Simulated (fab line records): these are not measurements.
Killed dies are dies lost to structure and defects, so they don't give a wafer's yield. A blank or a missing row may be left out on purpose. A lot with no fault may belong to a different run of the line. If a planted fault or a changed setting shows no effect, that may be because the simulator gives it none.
fab line records	flow gf180mcu	part 1 of 2: steps 1 to 25 of 34
[record] lots = 5	wafers = 15	last_day = 33
route steps=602 shown V5@557 TOP_METAL@567 PASSIVATION@587
lots untouched by any fault: they come from a run of this same line in which no faults occurred
start_h: hours from the record's opening day to when the first of the lot's shown wafers began	wait_h: hours elapsed since this lot's preceding step	" unchanged from the row above	L1.1+2: a single row standing in for several wafers	- no value, or no start was given	* or withheld: withheld	< > ~ a bound
route shown NAME@n: names a module that has steps shown in the file, with the first one's number in the route	usual: average and standard deviation across the fault-free wafers	same: alike in all rows	chamber/n: place in a boat	sites: each site's reading	_std_site: standard deviation of those values	_edge_site: mean of outer sites minus mean of inner sites	radius_mm: how far each site lies from the wafer's centre	mask NAME#n: copy n	behind: tool/chamber where the wafer was last shaped	hold: cause of the lot's hold/its duration in hours/its outcome	device: transistor that didn't switch, given as n, p or np	end of line: at the end of the route, the tests of the same wafers	a step without rows: its recipe alone	killed: not the wafer's yield, but the dies lost to structure and defects at the first sort	map: the dies of a wafer, with x for killed, . for not killed, _ for no die there
set.NAME: setting as actually run; set.NAME@STEP: the setting as run at that earlier step	model.NAME: the simulator's own value behind a step, which no gauge read
lots at some steps of the route; a table a step, a row a wafer
services: the hour from which a tool's chamber was out of use, counted from the record's first day as start_h (under 0 if before that day), plus the number of hours and why
[[steps]]
[step GF_V5_ETCH_17]
[recipe] chemistry = C4F8/O2/Ar	mask_material = KrF	target = SiO2	stop_on = TiN	source_w = 1500	bias_w = 1200	pressure_mtorr = 40	c4f8_flow_sccm = withheld	O2_flow_sccm = 6	Ar_flow_sccm = 300	time_s = withheld	target_depth_a = 8550
[usual] oes_product_au = 0.859/0.0043
lot.wafer	tool	chamber	start_h	wait_h	oes_product_au
L076.3	rie_diel-02	0	-	-	0.853
L076.4	"	2	"	"	0.864
L076.6	"	0	"	"	0.865
L083.1	rie_diel-01	1	-	-	0.856
L083.2	"	0	"	"	0.857
L083.5	"	0	"	"	0.855
L085.1	rie_diel-01	0	-	-	0.857
L085.2	"	1	"	"	0.854
L085.3	"	2	"	"	0.863
L087.3	rie_diel-02	2	-	-	0.861
L087.4	"	3	"	"	0.861
L087.5	"	1	"	"	0.851
L093.2	rie_diel-02	0	-	-	0.858
L093.4	"	3	"	"	0.863
L093.6	"	3	"	"	0.858
[step GF_V5_STRIP_18]
[recipe] chemistry = O2/N2	power_w = 1400	pressure_mtorr = 1500	platen_temp_c = 250	o2_flow_sccm = 3000	n2_flow_sccm = 300	overash_fraction = 0.5
[usual] drypump_motor_current_A = 6.02/0.19	heater_power_w = 319/21	oes_product_au = 0.570/0.0055
lot.wafer	tool	chamber	start_h	wait_h	drypump_motor_current_A	heater_power_w	oes_product_au	rf_hours_counter_h
L076.3	plasma_asher-02	1	644.83	-	5.94	348	0.578	-
L076.4	"	0	"	"	6.03	281	0.570	-
L076.6	"	1	"	"	5.94	357	0.582	-
L083.1	plasma_asher-02	0	700.26	-	6.01	289	0.559	108
L083.2	"	1	"	"	5.96	348	0.573	108
L083.5	"	1	"	"	5.96	349	0.574	-
L085.1	plasma_asher-02	0	712.60	-	6.02	289	0.565	109
L085.2	"	1	"	"	5.93	349	0.564	109
L085.3	"	0	"	"	6.03	279	0.568	-
L087.3	plasma_asher-01	1	724.48	-	6.16	325	0.570	-
L087.4	"	0	"	"	5.99	309	0.568	-
L087.5	"	0	"	"	5.97	318	0.574	-
L093.2	plasma_asher-01	0	763.82	-	5.99	327	0.569	99
L093.4	"	0	"	"	5.98	323	0.574	-
L093.6	"	1	"	"	6.13	323	0.569	-
[step GF_V5_STRIP_19]
[recipe] chemistry = post_etch_residue_remover	time_s = 1200	temp_c = 72.5
[usual] bath_guard_temp_C = 72.6/0.64
lot.wafer	tool	chamber	start_h	wait_h	bath_guard_temp_C
L076.3	wet_bench-03	1	644.90	0.0	73.2
L076.4	"	1	"	"	73.8
L076.6	"	1	"	"	73.2
L083.1	wet_bench-04	0	700.36	0.1	72.5
L083.2	"	0	"	"	72.4
L083.5	"	0	"	"	72.6
L085.1	wet_bench-04	3	712.70	0.1	71.8
L085.2	"	3	"	"	72.0
L085.3	"	3	"	"	71.8
L087.3	wet_bench-01	0	724.55	0.0	73.5
L087.4	"	0	"	"	73.7
L087.5	"	0	"	"	73.3
L093.2	wet_bench-01	3	763.92	0.1	72.1
L093.4	"	3	"	"	72.1
L093.6	"	3	"	"	72.2
[step GF_V5_CLEAN_20]
[recipe] chemistry = DIW	dry = n2_spin
lot.wafer	tool	chamber	start_h	wait_h
L076.3+4+6	wet_bench-01	1	645.24	0.0
L083.1+2+5	wet_bench-03	3	700.73	0.0
L085.1+2+3	wet_bench-03	3	713.04	0.0
L087.3+4+5	wet_bench-04	0	724.92	0.0
L093.2+4+6	wet_bench-04	1	764.61	0.0
[step GF_V5_SPUTTER_21]
[recipe] material = Ti	target_thk_nm = 15	chamber_pressure_pa = 5	power_w = 2500	substrate_temp_c = 200	time_s = 80.02
[usual] throttle_valve_pct = 30.2/1
lot.wafer	tool	chamber	start_h	wait_h	throttle_valve_pct
L076.3	pvd_sputter-01	-	645.33	0.0	31.1
L076.4	"	-	"	"	28.3
L076.6	"	-	"	"	28.4
L083.1	pvd_sputter-04	-	700.82	0.0	31.7
L083.2	"	-	"	"	29.8
L083.5	"	-	"	"	29.8
L085.1	pvd_sputter-01	-	713.13	0.0	29.0
L085.2	"	-	"	"	31.1
L085.3	"	-	"	"	28.5
L087.3	pvd_sputter-02	-	725.03	0.0	29.2
L087.4	"	-	"	"	31.1
L087.5	"	-	"	"	29.4
L093.2	pvd_sputter-02	-	764.71	0.0	30.2
L093.4	"	-	"	"	30.1
L093.6	"	-	"	"	30.4
[step GF_V5_SPUTTER_22]
[recipe] material = TiN	target_thk_nm = 10	chamber_pressure_pa = 5	power_w = 4000	time_s = 40
[usual] throttle_valve_pct = 30.1/1
lot.wafer	tool	chamber	start_h	wait_h	throttle_valve_pct
L076.3	pvd_sputter-01	-	645.39	0.0	31.2
L076.4	"	-	"	"	28.5
L076.6	"	-	"	"	28.6
L083.1	pvd_sputter-04	-	700.88	0.0	31.5
L083.2	"	-	"	"	29.6
L083.5	"	-	"	"	29.8
L085.1	pvd_sputter-01	-	713.19	0.0	28.8
L085.2	"	-	"	"	31.0
L085.3	"	-	"	"	28.5
L087.3	pvd_sputter-02	-	725.09	0.0	29.2
L087.4	"	-	"	"	31.0
L087.5	"	-	"	"	28.8
L093.2	pvd_sputter-02	-	764.77	0.0	30.7
L093.4	"	-	"	"	30.2
L093.6	"	-	"	"	30.0
[step GF_V5_CVD_23]
[recipe] material = W	target_thk_nm = 350	time_s = 104.9	temp_c = 400	pressure_torr = 40
[usual] chamber_pressure_Torr = 39.98/0.093	heater_power_w = 841/110
lot.wafer	tool	chamber	start_h	wait_h	chamber_pressure_Torr	heater_power_w
L076.3	cvd_w-02	0	645.47	0.1	40.16	686
L076.4	"	1	"	"	39.97	852
L076.6	"	0	"	"	40.01	682
L083.1	cvd_w-02	0	700.92	0.0	40.14	688
L083.2	"	1	"	"	39.93	868
L083.5	"	0	"	"	39.83	673
L085.1	cvd_w-01	0	713.23	0.0	39.92	994
L085.2	"	1	"	"	39.99	876
L085.3	"	1	"	"	39.96	857
L087.3	cvd_w-01	0	725.17	0.1	40.04	997
L087.4	"	1	"	"	40.03	834
L087.5	"	0	"	"	39.96	997
L093.2	cvd_w-02	1	764.82	0.0	40.15	838
L093.4	"	0	"	"	40.04	676
L093.6	"	1	"	"	39.94	877
[step GF_V5_RS_MEAS_24]
[recipe] thk_meas_gauge = four-point-probe	reads = W_of_V5_CVD_23+TiN_of_V5_SPUTTER_22+Ti_of_V5_SPUTTER_21
[usual] V5_W_RS = 0.333/0.005
lot.wafer	tool	chamber	start_h	wait_h	V5_W_RS[ohm/sq]
L076.3	film_metro-02	-	645.59	0.1	0.333
L076.4	"	-	"	"	0.331
L076.6	"	-	"	"	0.331
L083.1	film_metro-04	-	701.03	0.1	0.338
L083.2	"	-	"	"	0.335
L083.5	"	-	"	"	0.340
L085.1	film_metro-02	-	713.34	0.1	0.333
L085.2	"	-	"	"	0.324
L085.3	"	-	"	"	0.327
L087.3	film_metro-04	-	725.29	0.1	0.327
L087.4	"	-	"	"	0.328
L087.5	"	-	"	"	0.327
L093.2	film_metro-01	-	764.95	0.1	0.337
L093.4	"	-	"	"	0.346
L093.6	"	-	"	"	0.336
[step GF_V5_THK_MEAS_25]
[recipe] thk_meas_gauge = xrf	reads = W_of_V5_CVD_23
[usual] V5_W_THK = 340/5.7
lot.wafer	tool	chamber	start_h	wait_h	V5_W_THK[nm]
L076.3	film_metro-02	-	645.69	0.1	338
L076.4	"	-	"	"	337
L076.6	"	-	"	"	337
L083.1	film_metro-04	-	701.15	0.1	341
L083.2	"	-	"	"	343
L083.5	"	-	"	"	338
L085.1	film_metro-02	-	713.46	0.1	340
L085.2	"	-	"	"	351
L085.3	"	-	"	"	346
L087.3	film_metro-04	-	725.39	0.1	347
L087.4	"	-	"	"	345
L087.5	"	-	"	"	350
L093.2	film_metro-01	-	765.06	0.1	338
L093.4	"	-	"	"	331
L093.6	"	-	"	"	338
[step GF_V5_CMP_26]
[recipe] stop_on = SiO2	down_force_psi = 3.5	platen_rpm = 60	t_overpolish_s = 15	target_thk_nm = 0	pad_velocity_m_s = 0.94248
[usual] motor_current_A = 11.7/1.4	overpolish_run_s = 14.999/0.0094	retaining_ring_pressure_frac = 1.000/0.0051	time_to_endpoint_s = 83/4
lot.wafer	tool	chamber	start_h	wait_h	motor_current_A	overpolish_run_s	retaining_ring_pressure_frac	time_to_endpoint_s
L076.4	cmp-02	2	645.78	0.1	10.4	14.981	0.999	82
L076.3	"	0	"	"	11.5	14.986	1.001	84
L076.6	"	2	"	"	11.1	15.009	1.002	82
L083.2	cmp-01	3	701.21	0.0	13.9	15.011	0.997	85
L083.1	"	2	"	"	13.1	14.999	1.003	84
L083.5	"	0	"	"	11.0	14.988	1.004	84
L085.1	cmp-02	3	713.52	0.1	11.4	14.981	1.004	90
L085.2	"	0	"	"	11.8	15.006	1.012	87
L085.3	"	2	"	"	11.6	14.985	1.005	89
L087.4	cmp-01	0	725.48	0.1	10.3	14.988	1.006	87
L087.3	"	2	"	"	13.6	14.992	0.991	93
L087.5	"	0	"	"	10.1	14.995	1.006	90
L093.2	cmp-02	0	765.18	0.1	11.7	14.987	1.003	81
L093.4	"	3	"	"	11.5	14.993	1.002	83
L093.6	"	0	"	"	11.7	14.977	1.007	83
[step GF_TOP_METAL_SPUTTER_00]
[recipe] material = Ti	target_thk_nm = 37.5	arriving_ion_energy_ev = 80	substrate_temp_c = 200	chamber_pressure_pa = 2	power_w = 4000	time_s = 150
[usual] throttle_valve_pct = 30.3/1
lot.wafer	tool	chamber	start_h	wait_h	throttle_valve_pct
L076.3	pvd_sputter-03	-	646.03	0.1	30.1
L076.4	"	-	"	"	31.1
L076.6	"	-	"	"	30.5
L083.1	pvd_sputter-01	-	701.51	0.1	28.5
L083.2	"	-	"	"	31.3
L083.5	"	-	"	"	28.5
L085.1	pvd_sputter-03	-	713.82	0.2	30.7
L085.2	"	-	"	"	30.3
L085.3	"	-	"	"	31.6
L087.3	pvd_sputter-01	-	725.73	0.1	31.0
L087.4	"	-	"	"	31.4
L087.5	"	-	"	"	31.4
L093.2	pvd_sputter-03	-	765.48	0.2	31.6
L093.4	"	-	"	"	30.1
L093.6	"	-	"	"	31.7
[step GF_TOP_METAL_SPUTTER_01]
[recipe] material = TiN	target_thk_nm = 30	power_w = 6500	time_s = 25	chamber_pressure_pa = 0.4
[usual] throttle_valve_pct = 30.3/1
lot.wafer	tool	chamber	start_h	wait_h	throttle_valve_pct
L076.3	pvd_sputter-03	-	646.13	0.1	30.4
L076.4	"	-	"	"	31.1
L076.6	"	-	"	"	30.3
L083.1	pvd_sputter-01	-	701.61	0.1	28.5
L083.2	"	-	"	"	31.4
L083.5	"	-	"	"	28.5
L085.1	pvd_sputter-03	-	713.92	0.1	30.6
L085.2	"	-	"	"	30.4
L085.3	"	-	"	"	31.7
L087.3	pvd_sputter-01	-	725.83	0.1	30.9
L087.4	"	-	"	"	31.3
L087.5	"	-	"	"	31.1
L093.2	pvd_sputter-03	-	765.58	0.1	32.1
L093.4	"	-	"	"	30.4
L093.6	"	-	"	"	31.8
[step GF_TOP_METAL_SPUTTER_02]
[recipe] material = AlCu	target_thk_nm = 900	power_w = 10600	chamber_pressure_pa = 0.3	substrate_temp_c = 250	gas = Ar	time_s = 47.82
[usual] throttle_valve_pct = 30.3/1
lot.wafer	tool	chamber	start_h	wait_h	throttle_valve_pct
L076.3	pvd_sputter-03	-	646.16	0.0	30.4
L076.4	"	-	"	"	31.1
L076.6	"	-	"	"	30.2
L083.1	pvd_sputter-01	-	701.64	0.0	28.9
L083.2	"	-	"	"	31.2
L083.5	"	-	"	"	28.6
L085.1	pvd_sputter-03	-	713.96	0.0	30.1
L085.2	"	-	"	"	30.2
L085.3	"	-	"	"	31.5
L087.3	pvd_sputter-01	-	725.86	0.0	31.2
L087.4	"	-	"	"	31.1
L087.5	"	-	"	"	31.1
L093.2	pvd_sputter-03	-	765.61	0.0	31.8
L093.4	"	-	"	"	30.5
L093.6	"	-	"	"	31.6
[step GF_TOP_METAL_SPUTTER_03]
[recipe] material = Ti	target_thk_nm = 5	substrate_temp_c = 300	chamber_pressure_pa = 0.3	power_w = 3000	time_s = 3.3
[usual] throttle_valve_pct = 30.4/1
lot.wafer	tool	chamber	start_h	wait_h	throttle_valve_pct
L076.3	pvd_sputter-03	-	646.20	0.0	30.4
L076.4	"	-	"	"	30.9
L076.6	"	-	"	"	30.5
L083.1	pvd_sputter-01	-	701.69	0.0	29.0
L083.2	"	-	"	"	31.1
L083.5	"	-	"	"	28.8
L085.1	pvd_sputter-03	-	714.00	0.0	30.7
L085.2	"	-	"	"	30.3
L085.3	"	-	"	"	31.6
L087.3	pvd_sputter-01	-	725.90	0.0	31.1
L087.4	"	-	"	"	31.3
L087.5	"	-	"	"	31.4
L093.2	pvd_sputter-03	-	765.65	0.0	31.7
L093.4	"	-	"	"	30.5
L093.6	"	-	"	"	31.7
[step GF_TOP_METAL_SPUTTER_04]
[recipe] material = TiN	target_thk_nm = 25	power_w = 6500	time_s = 20.8	chamber_pressure_pa = 0.4
[usual] throttle_valve_pct = 30.3/1
lot.wafer	tool	chamber	start_h	wait_h	throttle_valve_pct
L076.3	pvd_sputter-03	-	646.22	0.0	30.6
L076.4	"	-	"	"	31.2
L076.6	"	-	"	"	30.5
L083.1	pvd_sputter-01	-	701.70	0.0	28.9
L083.2	"	-	"	"	31.2
L083.5	"	-	"	"	28.9
L085.1	pvd_sputter-03	-	714.02	0.0	30.4
L085.2	"	-	"	"	30.4
L085.3	"	-	"	"	31.6
L087.3	pvd_sputter-01	-	725.92	0.0	31.1
L087.4	"	-	"	"	31.1
L087.5	"	-	"	"	31.2
L093.2	pvd_sputter-03	-	765.67	0.0	31.7
L093.4	"	-	"	"	30.7
L093.6	"	-	"	"	32.0
[step GF_TOP_METAL_RS_MEAS_05]
[recipe] thk_meas_gauge = four-point-probe	reads = TiN_of_TOP_METAL_SPUTTER_04+Ti_of_TOP_METAL_SPUTTER_03+AlCu_of_TOP_METAL_SPUTTER_02+TiN_of_TOP_METAL_SPUTTER_01+Ti_of_TOP_METAL_SPUTTER_00
[usual] TOP_METAL_ALCU_RS = 0.0329/0.00043
lot.wafer	tool	chamber	start_h	wait_h	TOP_METAL_ALCU_RS[ohm/sq]
L076.3	film_metro-01	-	646.29	0.1	0.0325
L076.4	"	-	"	"	0.0331
L076.6	"	-	"	"	0.0326
L083.1	film_metro-01	-	701.73	0.0	0.0324
L083.2	"	-	"	"	0.0329
L083.5	"	-	"	"	0.0325
L085.1	film_metro-01	-	714.05	0.0	0.0337
L085.2	"	-	"	"	0.0331
L085.3	"	-	"	"	0.0333
L087.3	film_metro-03	-	725.99	0.1	0.0327
L087.4	"	-	"	"	0.0326
L087.5	"	-	"	"	0.0327
L093.2	film_metro-01	-	765.72	0.0	0.0335
L093.4	"	-	"	"	0.0339
L093.6	"	-	"	"	0.0333
[step GF_TOP_METAL_THK_MEAS_06]
[recipe] thk_meas_gauge = xrf	reads = AlCu_of_TOP_METAL_SPUTTER_02
[usual] TOP_METAL_ALCU_THK = 888/13
lot.wafer	tool	chamber	start_h	wait_h	TOP_METAL_ALCU_THK[nm]
L076.3	film_metro-01	-	646.39	0.1	904
L076.4	"	-	"	"	888
L076.6	"	-	"	"	902
L083.1	film_metro-01	-	701.85	0.1	909
L083.2	"	-	"	"	884
L083.5	"	-	"	"	903
L085.1	film_metro-01	-	714.17	0.1	871
L085.2	"	-	"	"	887
L085.3	"	-	"	"	884
L087.3	film_metro-03	-	726.09	0.1	889
L087.4	"	-	"	"	891
L087.5	"	-	"	"	891
L093.2	film_metro-01	-	765.83	0.1	872
L093.4	"	-	"	"	862
L093.6	"	-	"	"	880
[step GF_TOP_METAL_DEHYDRATE_07]
[recipe] temp_c = 200	time_s = 60
[usual] resist_line_temp_C = 23.01/0.1
lot.wafer	tool	chamber	start_h	wait_h	resist_line_temp_C
L076.3	litho_track-01	0	656.11	9.7	22.94
L076.4	"	0	"	"	23.18
L076.6	"	0	"	"	22.95
L083.1	litho_track-01	0	710.36	8.5	23.11
L083.2	"	0	"	"	23.09
L083.5	"	0	"	"	23.15
L085.1	litho_track-02	0	722.40	8.2	23.06
L085.2	"	0	"	"	23.09
L085.3	"	0	"	"	22.98
L087.3	litho_track-01	0	733.91	7.8	23.13
L087.4	"	0	"	"	22.98
L087.5	"	0	"	"	23.03
L093.2	litho_track-04	0	773.56	7.7	23.03
L093.4	"	0	"	"	23.03
L093.6	"	0	"	"	23.13
[step GF_TOP_METAL_HMDS_08]
[recipe] prime_time_s = 60	prime_temp_c = 120
[usual] resist_line_temp_C = 23.01/0.11
lot.wafer	tool	chamber	start_h	wait_h	resist_line_temp_C
L076.3	litho_track-01	0	656.26	0.1	22.98
L076.4	"	0	"	"	23.03
L076.6	"	0	"	"	22.95
L083.1	litho_track-01	0	710.51	0.1	22.96
L083.2	"	0	"	"	23.09
L083.5	"	0	"	"	23.21
L085.1	litho_track-02	0	722.55	0.1	23.12
L085.2	"	0	"	"	23.00
L085.3	"	0	"	"	23.00
L087.3	litho_track-01	0	734.06	0.1	22.83
L087.4	"	0	"	"	22.98
L087.5	"	0	"	"	22.92
L093.2	litho_track-04	0	773.71	0.1	23.04
L093.4	"	0	"	"	23.06
L093.6	"	0	"	"	23.13
[step GF_TOP_METAL_COAT_09]
[recipe] resist = NOVOLAK	spin_rpm = 3000	resist_thk_nm = 1500
[usual] resist_line_temp_C = 22.99/0.1
lot.wafer	tool	chamber	start_h	wait_h	resist_line_temp_C
L076.3	litho_track-01	0	656.41	0.1	23.05
L076.4	"	0	"	"	23.10
L076.6	"	0	"	"	22.95
L083.1	litho_track-01	0	710.66	0.1	22.66
L083.2	"	0	"	"	22.96
L083.5	"	0	"	"	22.87
L085.1	litho_track-02	0	722.70	0.1	23.12
L085.2	"	0	"	"	23.09
L085.3	"	0	"	"	23.02
L087.3	litho_track-01	0	734.21	0.1	22.91
L087.4	"	0	"	"	22.78
L087.5	"	0	"	"	22.98
L093.2	litho_track-04	0	773.86	0.1	22.94
L093.4	"	0	"	"	22.83
L093.6	"	0	"	"	22.85
[step GF_TOP_METAL_SOFTBAKE_10]
[recipe] temp_c = 90	time_s = 60	resist = NOVOLAK
[usual] resist_line_temp_C = 23.00/0.1
lot.wafer	tool	chamber	start_h	wait_h	resist_line_temp_C
L076.3	litho_track-01	0	656.56	0.1	23.09
L076.4	"	0	"	"	22.88
L076.6	"	0	"	"	22.94
L083.1	litho_track-01	0	710.81	0.1	23.02
L083.2	"	0	"	"	22.92
L083.5	"	0	"	"	22.94
L085.1	litho_track-02	0	722.85	0.1	23.06
L085.2	"	0	"	"	23.06
L085.3	"	0	"	"	23.18
L087.3	litho_track-01	0	734.36	0.1	23.03
L087.4	"	0	"	"	23.04
L087.5	"	0	"	"	22.88
L093.2	litho_track-04	0	774.01	0.1	22.98
L093.4	"	0	"	"	23.03
L093.6	"	0	"	"	22.97
[step GF_TOP_METAL_EXPOSE_11]
[recipe] mask_id = MetalTop	target_cd_nm = 440	na = 0.6	source_shape = conventional	sigma_outer = 0.6	dose_mj = 170
[usual] stage_vel_mm_s = 499.99/0.25
lot.wafer	tool	chamber	start_h	wait_h	mask	stage_vel_mm_s
L076.3	iline_stepper-02	0	-	-	MetalTop#0	500.13
L076.4	"	0	"	"	MetalTop#0	499.92
L076.6	"	0	"	"	MetalTop#0	500.18
L083.1	iline_stepper-01	0	-	-	MetalTop#0	500.18
L083.2	"	0	"	"	MetalTop#0	499.92
L083.5	"	0	"	"	MetalTop#0	500.32
L085.1	iline_stepper-01	0	-	-	MetalTop#0	500.16
L085.2	"	0	"	"	MetalTop#0	499.94
L085.3	"	0	"	"	MetalTop#0	499.95
L087.3	iline_stepper-02	0	-	-	MetalTop#0	500.37
L087.4	"	0	"	"	MetalTop#0	500.03
L087.5	"	0	"	"	MetalTop#0	499.76
L093.2	iline_stepper-02	0	-	-	MetalTop#0	499.76
L093.4	"	0	"	"	MetalTop#0	500.13
L093.6	"	0	"	"	MetalTop#0	500.33
[step GF_TOP_METAL_PEB_12]
[recipe] temp_c = withheld	time_s = *	resist = NOVOLAK
[usual] resist_line_temp_C = *
lot.wafer	tool	chamber	start_h	wait_h	resist_line_temp_C
L076.3	litho_track-01	0	-	-	*
L076.4	"	0	"	"	*
L076.6	"	0	"	"	*
L083.1	litho_track-01	0	-	-	*
L083.2	"	0	"	"	*
L083.5	"	0	"	"	*
L085.1	litho_track-01	0	-	-	*
L085.2	"	0	"	"	*
L085.3	"	0	"	"	*
L087.3	litho_track-02	0	-	-	*
L087.4	"	0	"	"	*
L087.5	"	0	"	"	*
L093.2	litho_track-02	0	-	-	*
L093.4	"	0	"	"	*
L093.6	"	0	"	"	*
[step GF_TOP_METAL_DEVELOP_13]
[recipe] develop_time_s = 60	dev_temp_c = 23
[usual] resist_line_temp_C = 23.01/0.1
[same] develop_time_s = 60
lot.wafer	tool	chamber	start_h	wait_h	resist_line_temp_C
L076.3	litho_track-01	0	666.66	0.1	22.99
L076.4	"	0	"	"	23.08
L076.6	"	0	"	"	22.92
L083.1	litho_track-01	0	719.86	0.1	23.12
L083.2	"	0	"	"	22.91
L083.5	"	0	"	"	23.00
L085.1	litho_track-01	0	731.01	0.1	22.93
L085.2	"	0	"	"	22.95
L085.3	"	0	"	"	23.06
L087.3	litho_track-02	0	742.50	0.1	23.22
L087.4	"	0	"	"	23.10
L087.5	"	0	"	"	22.96
L093.2	litho_track-02	0	781.52	0.1	22.94
L093.4	"	0	"	"	23.11
L093.6	"	0	"	"	23.06
[step GF_TOP_METAL_CD_MEAS_14]
[recipe] target_cd_nm = 440
[usual] cd_nm = 440.3/2.2
lot.wafer	tool	chamber	start_h	wait_h	cd_nm
L076.3	cd_sem-01	-	666.80	0.1	439.8
L076.4	"	-	"	"	440.6
L076.6	"	-	"	"	438.7
L083.1	cd_sem-01	-	720.01	0.1	440.8
L083.2	"	-	"	"	442.1
L083.5	"	-	"	"	442.5
L085.1	cd_sem-01	-	731.16	0.1	441.8
L085.2	"	-	"	"	439.2
L085.3	"	-	"	"	441.7
L087.3	cd_sem-02	-	742.64	0.1	444.2
L087.4	"	-	"	"	441.6
L087.5	"	-	"	"	442.2
L093.2	cd_sem-02	-	781.67	0.1	438.4
L093.4	"	-	"	"	440.6
L093.6	"	-	"	"	439.9
